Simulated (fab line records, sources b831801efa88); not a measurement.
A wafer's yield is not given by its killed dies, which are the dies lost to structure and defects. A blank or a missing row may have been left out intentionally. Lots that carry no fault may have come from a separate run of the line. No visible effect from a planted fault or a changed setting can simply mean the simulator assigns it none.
Comparing a struck lot with a sound one :: flow sfqLine :: 42 out of 325 route steps
Sound: wafers L768.2, L768.4, L768.5. Struck: wafer L779.1 (left out: L779.6, a lot-mate that was not struck); the cause follows at the end.
Per side, at each step with rows, come the tool, then ch with its chambers, and then its first start. Under that, the readings that differ: sound wafers :: struck wafers :: difference of the means :: sigmas: that difference in standard deviations of wafers without a fault.
alike: readings whose means differ by less than 2 such deviations, and words and numbers that are the same on both sides. not compared: withheld readings, readings that some wafer has no value for, bounds like >300 that may hide the same value, and numbers for which the record gives no deviation and whose values overlap.
A row with sigmas, a row that says differs or no value, or rows on one side alone: a step with any of these is where the two part. Numbers that have no deviation but don't overlap get no sigmas and don't part them. A reading that every wafer of one side lacks parts them only if that side has two wafers or more.

first, 3 steps without rows for these wafers: SFQ_TRILAYER_I4_VIA_LITHO_EXPOSE_104 (exposes mask I4, target cd 700 nm); SFQ_TRILAYER_I4_VIA_LITHO_PEB_106 (peb time 60 s); SFQ_TRILAYER_I4_VIA_LITHO_DEVELOP_105 (time 60 s).
SFQ_I4_OVL_MEAS_928:
  struck on overlay-01, day 44 06:57; sound on overlay-01, day 40 01:35
  alike: I4_OVL
SFQ_TRILAYER_I4_VIA_BARC_OPEN_VIA_ETCH_146: etches BARC in O2, target depth 125 nm, time 41.7 s.
  sound on rieDiel-01 ch 1,2, day 40 01:37; struck on rieDiel-01 ch 0, day 44 06:59
reading: drypumpMotorCurrentA (A)
sound: 5.9 6.1 6.1
struck: 4.7
difference: -1.3
sigmas: -4
  alike: oesProductAu
  not compared: rfHoursCounterH
then, 7 steps without rows for these wafers: SFQ_TRILAYER_I4_VIA_ETCH_VIA_ETCH_106 (etches SiO2 in CHF3, stops on Nb, target depth 260 nm); SFQ_TRILAYER_I4_VIA_STRIP_STRIP_107 (strips in O2); SFQ_TRILAYER_I4_VIA_STRIP_SOLV_CLEAN_108 (cleans in NMP, time 600 s); SFQ_TRILAYER_JJ_TRILAYER_DEP_PRE_CLEAN_113 (time 22.5 s); SFQ_TRILAYER_JJ_TRILAYER_DEP_SPUTTER_109 (material Nb, target thk 150 nm, time 100 s); SFQ_TRILAYER_JJ_TRILAYER_DEP_SPUTTER_110 (material Al, target thk 8 nm, time 10 s); SFQ_TRILAYER_JJ_TRILAYER_DEP_AL_OXIDATION_111 (oxidation time 600 s).
SFQ_TRILAYER_JJ_TRILAYER_DEP_SPUTTER_112: material Nb, target thk 170 nm, time 113.3 s.
  struck on pvdSputter-06, day 44 09:14; sound on pvdSputter-06, day 40 03:40
reading: model.Nb_of_TRILAYER_JJ_TRILAYER_DEP_SPUTTER_112.thkNm (nm)
sound: 169.5 170.2 170.1
struck: 185.2
difference: +15.3
sigmas: 
  alike: cathodeDcPowerW, throttleValvePct
SFQ_JJ_RS_MEAS_929: uses a four-point probe to measure.
  struck on filmMetro-03, day 44 09:19; sound on filmMetro-01, day 40 03:46
reading: JJ_NB_RS (ohm/sq)
sound: 1.052 1.047 1.048
struck: 0.962
difference: -0.087
sigmas: -7
then, 6 steps without rows for these wafers: SFQ_TRILAYER_JJ_CE_LITHO_COAT_119 (resist thk 62 nm); SFQ_TRILAYER_JJ_CE_LITHO_COAT_114 (resist thk 600 nm); SFQ_TRILAYER_JJ_CE_LITHO_SOFTBAKE_118; SFQ_TRILAYER_JJ_CE_LITHO_EXPOSE_115 (exposes mask J5, target cd 700 nm); SFQ_TRILAYER_JJ_CE_LITHO_PEB_117 (peb time 60 s); SFQ_TRILAYER_JJ_CE_LITHO_DEVELOP_116 (time 60 s).
SFQ_JJ_OVL_MEAS_931:
  struck on overlay-02, day 45 11:38; sound on overlay-02, day 41 11:49
  alike: J5_OVL
SFQ_TRILAYER_JJ_CE_METRO_MEASURE_117:
  struck on cdSem-02, day 45 11:41; sound on cdSem-01, day 41 12:03
  alike: cdNm
then, 1 step without rows for these wafers: SFQ_TRILAYER_JJ_CE_BARC_OPEN_RIE_150 (chemistry O2, target BARC, target depth 240 nm, time 80 s).
SFQ_TRILAYER_JJ_CE_ETCH_RIE_118: chemistry SF6, target Nb, stops on Al2O3, time 97.7 s, target depth 170 nm.
  sound on rieMetal-03 ch 0, day 41 13:08; struck on rieMetal-04 ch 1, day 45 12:58
  alike: drypumpMotorCurrentA, heBacksideLeakSccm, oesProductAu
  not compared: rfHoursCounterH
then, 9 steps without rows for these wafers: SFQ_TRILAYER_JJ_ANODIZE_ANODIZE_119; SFQ_TRILAYER_JJ_CE_STRIP_STRIP_120 (strips in O2); SFQ_TRILAYER_JJ_CE_STRIP_SOLV_CLEAN_121 (cleans in NMP, time 600 s); SFQ_TRILAYER_M5_LITHO_COAT_128 (resist thk 62 nm); SFQ_TRILAYER_M5_LITHO_COAT_123 (resist thk 600 nm); SFQ_TRILAYER_M5_LITHO_SOFTBAKE_127; SFQ_TRILAYER_M5_LITHO_EXPOSE_124 (exposes mask M5, target cd 700 nm); SFQ_TRILAYER_M5_LITHO_PEB_126 (peb time 60 s); SFQ_TRILAYER_M5_LITHO_DEVELOP_125 (time 60 s).
-- the record jumps here: 4 days lie between the struck wafers' starts before and after --
SFQ_M5_OVL_MEAS_932:
  struck on overlay-02, day 49 22:00; sound on overlay-02, day 46 10:06
  alike: M5_OVL
then, 1 step without rows for these wafers: SFQ_TRILAYER_M5_BARC_OPEN_METAL_ETCH_161 (etches BARC in O2, target depth 125 nm, time 41.7 s).
SFQ_TRILAYER_M5_ETCH_METAL_ETCH_126: etches Nb in Cl2/BCl3, stops on SiO2, time 203.2 s, target depth 265 nm.
  sound on rieMetal-01 ch 0, day 46 10:19; struck on rieMetal-04 ch 0, day 49 22:05
reading: drypumpMotorCurrentA (A)
sound: 5.0 5.0 5.0
struck: 6.0
difference: +1.0
sigmas: +2

reading: heBacksideLeakSccm (sccm)
sound: 3.91 3.78 3.81
struck: 3.14
difference: -0.69
sigmas: -3

reading: rfHoursCounterH (h)
sound: - - -
struck: 118
difference: no value on the sound wafers
sigmas: 
  alike: oesProductAu
SFQ_TRILAYER_M5_STRIP_STRIP_127: strips in O2.
  sound on rieMetal-01 ch 0, day 46 10:50; struck on rieMetal-04 ch 0, day 49 22:17
reading: drypumpMotorCurrentA (A)
sound: 5.0 5.0 5.0
struck: 6.0
difference: +1.0
sigmas: +2

reading: rfHoursCounterH (h)
sound: - - -
struck: 118
difference: no value on the sound wafers
sigmas: 
  alike: heBacksideLeakSccm, oesProductAu
then, 4 steps without rows for these wafers: SFQ_TRILAYER_M5_STRIP_SOLV_CLEAN_128 (cleans in NMP, time 600 s); SFQ_TRILAYER_A5B_DEP_PECVD_129 (deposits SiO2 from SiH4/N2O, time 133.33 s, target thk 600 nm); SFQ_TRILAYER_A5B_CMP_CMP_130 (polishes, stops on Nb, target thk 340.7 nm); SFQ_TRILAYER_A5B_METRO_MEASURE_131.
-- the record jumps here: 6 days lie between the struck wafers' starts before and after --
SFQ_TRILAYER_R5_ETCH_METAL_ETCH_139: etches the open film in Cl2, stops on SiO2, target depth 60 nm, time 40 s.
  sound on rieMetal-01 ch 0,1, day 52 06:29; struck on rieMetal-04 ch 0, day 56 03:32
reading: model.Nb_of_TRILAYER_JJ_TRILAYER_DEP_SPUTTER_112.thkNm (nm)
sound: 159.6 160.4 160.3
struck: 175.2
difference: +15.1
sigmas: 
  alike: drypumpMotorCurrentA, heBacksideLeakSccm, oesProductAu
  not compared: rfHoursCounterH

== WHERE THEY PART ==
Last at SFQ_TRILAYER_M5_STRIP_STRIP_127 as far as this record goes, first at SFQ_TRILAYER_I4_VIA_BARC_OPEN_VIA_ETCH_146. Later steps at which nothing parts them and some readings are alike: SFQ_TRILAYER_R5_ETCH_METAL_ETCH_139.

WHY: what had been put in by the simulator
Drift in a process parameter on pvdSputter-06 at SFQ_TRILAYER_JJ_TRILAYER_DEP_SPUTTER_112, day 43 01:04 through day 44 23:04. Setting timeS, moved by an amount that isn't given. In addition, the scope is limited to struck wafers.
